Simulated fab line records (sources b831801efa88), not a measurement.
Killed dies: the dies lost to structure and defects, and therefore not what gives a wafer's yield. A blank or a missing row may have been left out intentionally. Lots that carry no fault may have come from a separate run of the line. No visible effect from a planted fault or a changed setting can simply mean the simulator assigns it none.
fab line records	flow sky130
record: lots: 6	wafers: 18	last-day: 51
route steps=708 shown VIA1@470 METAL2@483
lots that met no fault: from a run of the same line without faults
start-h: hours from the record's opening day to when the first of the lot's shown wafers began	wait-h: hours since the lot's step before	" the same as in the row above	L1.1+2: several wafers, shown together as one row	- value missing, or start not given	* or withheld: withheld	< > ~ a bound
route shown NAME@n: a module of which the file shows steps, and the number in the route of the first	usual: mean/standard deviation taken from wafers without a fault	same: alike in all rows	chamber/n: place in a boat	sites: each site's reading	_std_site: the standard deviation of these	_edge_site: the outer-site mean with the inner-site mean subtracted	radius-mm: how far each site lies from the wafer's centre	mask NAME#n: copy n	behind: tool/chamber where the wafer was last shaped	hold: cause of the lot's hold/its duration in hours/its outcome	device: the transistor (n, p or np) that didn't switch	end of line: tests run on the same wafers once the route is complete	a step with no rows: only its recipe	killed: at the first sort, the dies lost to defects and structure; wafer yield is something else	map: dies across one wafer; x = killed, . = not, _ = none there
set.NAME: the setting that was run; set.NAME@STEP: the one run at that earlier step	model.NAME: the simulator's own value behind a step, which no gauge read
lots at selected steps of the route; one table per step, one row per wafer
services: from which hour (start-h, from the record's first day; less than 0 if before it) a tool's chamber was out of use, for how many hours, and why
== steps ==
step: SKY_VIA1_CD_MEAS_12
recipe: target-cd-nm: 150
usual: cd-nm: 150.3/1.6
lot.wafer	tool	chamber	start-h	wait-h	cd-nm
L150.1	cd-sem-02	-	812.72	-	148.6
L150.5	"	-	"	"	149.8
L150.6	"	-	"	"	149.0
L152.1	cd-sem-01	-	829.97	-	151.1
L152.2	"	-	"	"	149.6
L152.6	"	-	"	"	150.0
L164.1	cd-sem-01	-	917.64	-	149.4
L164.4	"	-	"	"	147.8
L164.6	"	-	"	"	149.7
L166.2	cd-sem-01	-	926.98	-	148.3
L166.3	"	-	"	"	147.8
L166.6	"	-	"	"	148.8
L168.1	cd-sem-01	-	951.27	-	150.5
L168.2	"	-	"	"	149.7
L168.4	"	-	"	"	147.9
L172.2	cd-sem-01	-	972.66	-	151.1
L172.4	"	-	"	"	151.0
L172.6	"	-	"	"	152.3
step: SKY_VIA1_OVL_MEAS_13
usual: VIA1_OVL: 4/4.8
lot.wafer	tool	chamber	start-h	wait-h	VIA1_OVL[nm]
L150.1	overlay-01	-	812.84	0.1	4
L150.5	"	-	"	"	7
L150.6	"	-	"	"	4
L152.1	overlay-02	-	830.09	0.1	5
L152.2	"	-	"	"	3
L152.6	"	-	"	"	7
L164.1	overlay-02	-	917.76	0.1	-3
L164.4	"	-	"	"	-8
L164.6	"	-	"	"	-1
L166.2	overlay-01	-	927.09	0.1	7
L166.3	"	-	"	"	-2
L166.6	"	-	"	"	5
L168.1	overlay-02	-	951.39	0.1	2
L168.2	"	-	"	"	2
L168.4	"	-	"	"	9
L172.2	overlay-01	-	972.77	0.1	-3
L172.4	"	-	"	"	0
L172.6	"	-	"	"	4
step: SKY_VIA1_ETCH_14
recipe: chemistry: N2/H2	target: BARC	ion-energy-ev: 200	source-w: 500	bias-w: 100	pressure-mtorr: 30	n2-flow-sccm: 100	h2-flow-sccm: 200	stop-on: SiO2	time-s: 45.9	target-depth-a: 600
step: SKY_VIA1_ETCH_15
recipe: target: SiO2	chemistry: C4F8/O2/Ar	target-depth-nm: 351	stop-on: TiN	mask-material: KrF-thick	source-w: 1500	bias-w: 1200	pressure-mtorr: 40	c4f8-flow-sccm: withheld	O2_flow_sccm: 6	Ar_flow_sccm: 300	time-s: 54
usual: oes-product-au: 0.981/0.0064
lot.wafer	tool	chamber	start-h	wait-h	oes-product-au	rf-hours-counter-h
L150.1	rie-diel-04	2	812.92	0.0	0.980	3
L150.5	"	0	"	"	0.981	-
L150.6	"	1	"	"	0.977	-
L152.1	rie-diel-04	1	830.17	0.0	0.976	17
L152.2	"	3	"	"	0.987	13
L152.6	"	1	"	"	0.974	-
L164.1	rie-diel-03	3	917.84	0.0	0.981	3
L164.4	"	2	"	"	0.980	5
L164.6	"	1	"	"	0.996	-
L166.2	rie-diel-03	2	927.16	0.0	0.981	5
L166.3	"	0	"	"	0.972	16
L166.6	"	0	"	"	0.984	-
L168.1	rie-diel-04	2	951.47	0.0	0.982	7
L168.2	"	3	"	"	0.980	16
L168.4	"	1	"	"	0.975	21
L172.2	rie-diel-04	1	972.84	0.0	0.974	21
L172.4	"	2	"	"	0.979	7
L172.6	"	3	"	"	0.974	-
step: SKY_VIA1_STRIP_16
recipe: chemistry: O2/N2	power-w: 1400	pressure-mtorr: 1500	platen-temp-c: withheld	o2-flow-sccm: 3000	n2-flow-sccm: 300	overash-fraction: 0.5
usual: drypump-motor-current-A: 5.70/0.26	n2-flow-sccm: 300.0/0.86	oes-product-au: 0.416/0.0041	strip-time-to-endpoint-s: 4.469/0.025
lot.wafer	tool	chamber	start-h	wait-h	drypump-motor-current-A	n2-flow-sccm	oes-product-au	rf-hours-counter-h	strip-time-to-endpoint-s
L150.1	plasma-asher-01	0	812.96	0.0	5.96	301.7	0.413	6	4.453
L150.5	"	1	"	"	5.78	301.0	0.419	-	4.459
L150.6	"	0	"	"	5.98	299.9	0.423	-	4.496
L152.1	plasma-asher-03	0	830.21	0.0	5.32	300.1	0.412	68	4.530
L152.2	"	1	"	"	5.60	300.8	0.420	68	4.487
L152.6	"	1	"	"	5.62	299.8	0.422	-	4.490
L164.1	plasma-asher-03	0	917.88	0.0	5.29	299.9	0.410	77	4.437
L164.4	"	1	"	"	5.58	298.9	0.421	-	4.454
L164.6	"	1	"	"	5.61	298.6	0.424	-	4.474
L166.2	plasma-asher-03	1	927.20	0.0	5.60	300.0	0.421	77	4.472
L166.3	"	0	"	"	5.30	299.7	0.415	-	4.467
L166.6	"	0	"	"	5.32	299.1	0.418	-	4.478
L168.1	plasma-asher-03	0	951.51	0.0	5.30	301.2	0.421	80	4.463
L168.2	"	1	"	"	5.58	301.3	0.417	80	4.473
L168.4	"	1	"	"	5.57	301.7	0.419	-	4.506
L172.2	plasma-asher-03	1	972.88	0.0	5.63	300.5	0.413	82	4.526
L172.4	"	0	"	"	5.31	300.4	0.417	-	4.481
L172.6	"	0	"	"	5.30	300.9	0.417	-	4.473
step: SKY_VIA1_STRIP_17
recipe: chemistry: post-etch-residue-remover	time-s: 1200	temp-c: 72.5
step: SKY_VIA1_CLEAN_18
recipe: chemistry: IPA	time-s: 180	temp-c: 25
step: SKY_VIA1_CLEAN_19
recipe: chemistry: O3/DIW	dry: n2-spin
step: SKY_VIA1_SPUTTER_20
recipe: material: TiN	target-thk-nm: 20	chamber-pressure-pa: 5	power-w: 4000	time-s: 80
usual: throttle-valve-pct: 30.3/1.1
lot.wafer	tool	chamber	start-h	wait-h	throttle-valve-pct
L150.1	pvd-sputter-02	-	813.59	0.0	28.7
L150.5	"	-	"	"	28.6
L150.6	"	-	"	"	29.3
L152.1	pvd-sputter-02	-	831.15	0.0	29.1
L152.2	"	-	"	"	28.5
L152.6	"	-	"	"	31.4
L164.1	pvd-sputter-02	-	918.51	0.0	28.7
L164.4	"	-	"	"	31.0
L164.6	"	-	"	"	31.5
L166.2	pvd-sputter-04	-	927.80	0.0	31.1
L166.3	"	-	"	"	31.3
L166.6	"	-	"	"	30.4
L168.1	pvd-sputter-01	-	952.11	0.0	30.7
L168.2	"	-	"	"	29.3
L168.4	"	-	"	"	28.7
L172.2	pvd-sputter-01	-	973.48	0.0	28.6
L172.4	"	-	"	"	29.5
L172.6	"	-	"	"	30.7
step: SKY_VIA1_CVD_21
recipe: material: W	target-thk-nm: 270	time-s: 80.902	temp-c: 400	pressure-torr: 40
usual: heater-power-w: 877/91
lot.wafer	tool	chamber	start-h	wait-h	heater-power-w
L150.1	cvd-w-02	0	813.66	0.0	784
L150.5	"	0	"	"	819
L150.6	"	1	"	"	934
L152.1	cvd-w-01	1	831.21	0.0	1000
L152.2	"	0	"	"	811
L152.6	"	0	"	"	776
L164.1	cvd-w-02	1	918.57	0.0	910
L164.4	"	0	"	"	759
L164.6	"	0	"	"	767
L166.2	cvd-w-01	0	927.86	0.0	775
L166.3	"	1	"	"	1004
L166.6	"	0	"	"	805
L168.1	cvd-w-01	1	952.17	0.0	996
L168.2	"	0	"	"	795
L168.4	"	0	"	"	803
L172.2	cvd-w-01	0	973.54	0.0	802
L172.4	"	0	"	"	826
L172.6	"	1	"	"	995
step: SKY_VIA1_RS_MEAS_22
recipe: thk-meas-gauge: four-point-probe	reads: W_of_VIA1_CVD_21+TiN_of_VIA1_SPUTTER_20
usual: VIA1_W_RS: 0.424/0.0049
lot.wafer	tool	chamber	start-h	wait-h	VIA1_W_RS[ohm/sq]
L150.1	film-metro-04	-	813.75	0.1	0.419
L150.5	"	-	"	"	0.421
L150.6	"	-	"	"	0.434
L152.1	film-metro-04	-	831.30	0.1	0.426
L152.2	"	-	"	"	0.426
L152.6	"	-	"	"	0.426
L164.1	film-metro-03	-	918.67	0.1	0.428
L164.4	"	-	"	"	0.426
L164.6	"	-	"	"	0.431
L166.2	film-metro-03	-	927.97	0.1	0.423
L166.3	"	-	"	"	0.426
L166.6	"	-	"	"	0.416
L168.1	film-metro-04	-	952.27	0.1	0.423
L168.2	"	-	"	"	0.421
L168.4	"	-	"	"	0.419
L172.2	film-metro-01	-	973.65	0.1	0.425
L172.4	"	-	"	"	0.425
L172.6	"	-	"	"	0.429
step: SKY_VIA1_THK_MEAS_23
recipe: thk-meas-gauge: xrf	reads: W_of_VIA1_CVD_21
usual: VIA1_W_THK: 275/3.3
lot.wafer	tool	chamber	start-h	wait-h	VIA1_W_THK[nm]
L150.1	film-metro-04	-	813.87	0.1	276
L150.5	"	-	"	"	274
L150.6	"	-	"	"	267
L152.1	film-metro-04	-	831.42	0.1	271
L152.2	"	-	"	"	273
L152.6	"	-	"	"	272
L164.1	film-metro-03	-	918.79	0.1	272
L164.4	"	-	"	"	272
L164.6	"	-	"	"	269
L166.2	film-metro-03	-	928.08	0.1	273
L166.3	"	-	"	"	272
L166.6	"	-	"	"	280
L168.1	film-metro-04	-	952.39	0.1	273
L168.2	"	-	"	"	274
L168.4	"	-	"	"	275
L172.2	film-metro-01	-	973.76	0.1	276
L172.4	"	-	"	"	277
L172.6	"	-	"	"	272
step: SKY_VIA1_CMP_24
recipe: stop-on: SiO2	t-overpolish-s: 15	down-force-psi: 3.5	platen-rpm: 60	target-thk-nm: 0	pad-velocity-m-s: 0.94248
usual: motor-current-A: 10.9/1	overpolish-run-s: 15.000/0.0098	time-to-endpoint-s: 65.0/2.7
lot.wafer	tool	chamber	start-h	wait-h	motor-current-A	overpolish-run-s	time-to-endpoint-s
L150.1	cmp-01	1	814.08	0.2	9.3	15.011	64.6
L150.6	"	2	"	"	12.9	15.000	64.9
L150.5	"	3	"	"	10.5	14.992	64.9
L152.1	cmp-02	3	831.53	0.1	10.8	14.979	64.2
L152.2	"	0	"	"	12.5	14.985	63.4
L152.6	"	3	"	"	11.3	14.997	65.3
L164.4	cmp-02	0	918.85	0.0	12.1	0.036	104.0
L164.1	"	3	"	"	11.0	15.010	65.5
L164.6	"	0	"	"	12.3	0.046	103.2
L166.2	cmp-02	0	928.34	0.2	11.9	15.029	64.1
L166.3	"	3	"	"	10.8	15.004	63.0
L166.6	"	0	"	"	11.6	0.045	106.1
L168.2	cmp-01	1	952.45	0.0	9.9	14.996	64.3
L168.1	"	2	"	"	12.8	15.006	68.3
L168.4	"	0	"	"	10.3	15.006	66.1
L172.4	cmp-01	3	973.91	0.1	10.2	15.003	62.4
L172.2	"	0	"	"	9.9	14.998	62.9
L172.6	"	1	"	"	10.1	14.997	62.6
step: SKY_METAL2_SPUTTER_00
recipe: material: Ti	target-thk-nm: 15	power-w: 3000	time-s: 10	chamber-pressure-pa: 0.4
usual: throttle-valve-pct: 29.8/1.4
lot.wafer	tool	chamber	start-h	wait-h	throttle-valve-pct
L150.1	pvd-sputter-02	-	814.23	0.1	32.0
L150.5	"	-	"	"	28.6
L150.6	"	-	"	"	31.5
L152.1	pvd-sputter-02	-	831.78	0.2	31.4
L152.2	"	-	"	"	32.2
L152.6	"	-	"	"	28.4
L164.1	pvd-sputter-03	-	919.15	0.1	29.8
L166.2	pvd-sputter-03	-	928.64	0.2	31.6
L166.3	"	-	"	"	27.2
L168.1	pvd-sputter-02	-	952.75	0.2	28.6
L168.2	"	-	"	"	31.0
L168.4	"	-	"	"	32.1
L172.2	pvd-sputter-01	-	974.11	0.1	31.5
L172.4	"	-	"	"	29.4
L172.6	"	-	"	"	28.7
== services ==
tool	chamber	start-h	hours	kind
cvd-w-01	-	791.44	4.3	pm
rie-diel-03	3	791.46	-	clean
cvd-w-02	0	798.10	14.6	repair
plasma-asher-03	-	812.07	12.7	repair
cmp-02	-	820.89	0.3	repair
cmp-01	-	823.42	4.8	pm
pvd-sputter-04	-	842.99	1.3	repair
cvd-w-01	-	846.53	6.9	pm
rie-diel-04	2	852.69	8.6	repair
rie-diel-03	3	880.05	3.7	repair
pvd-sputter-01	-	884.63	2.1	repair
cvd-w-02	0	893.38	3.8	repair
pvd-sputter-02	-	900.67	3.4	repair
cvd-w-02	-	904.00	14.0	pm
cvd-w-02	-	916.58	0.3	repair
pvd-sputter-02	-	920.23	5.1	repair
pvd-sputter-01	-	921.25	1.0	repair
rie-diel-04	-	921.58	0.1	repair
cmp-01	-	927.16	4.0	pm
cmp-01	-	931.16	-	consumable-replace:conditioner
cmp-01	-	931.16	-	consumable-replace:pad
plasma-asher-03	-	939.31	2.8	pm
cvd-w-02	-	947.59	6.0	pm
cmp-02	-	973.31	0.6	repair
== key ==
first-sign: step: SKY_VIA1_CMP_24	reading: overpolish-run-s	direction: down	sigmas: 99+	usual: 15.000	struck: 0.042
effect: step: SKY_VIA1_CMP_24	reading: time-to-endpoint-s	direction: up	sigmas: 14	usual: *	struck: *
met-at SKY_VIA1_CMP_24
struck-wafers L164.4,L164.6,L166.6
later-rows-left-out L164.4,L164.6,L166.6
sort-left-out L164.4,L164.6,L166.6
onset-between 831.53 918.85
fault: kind: process-parameter-drift	tool: cmp-02	chamber: -	onset-h: 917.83	steps: SKY_VIA1_CMP_24	channel: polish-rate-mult	offset: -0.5	shape: step	end-h: 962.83	scope: struck-wafers-only
sort-left-out: the simulated sort isn't trusted on such a fault, so these wafers' sort isn't shown, and their yield isn't known
later-rows-left-out: the simulator's readings of these wafers behind a module that went badly wrong aren't trusted and aren't shown, but for the sort
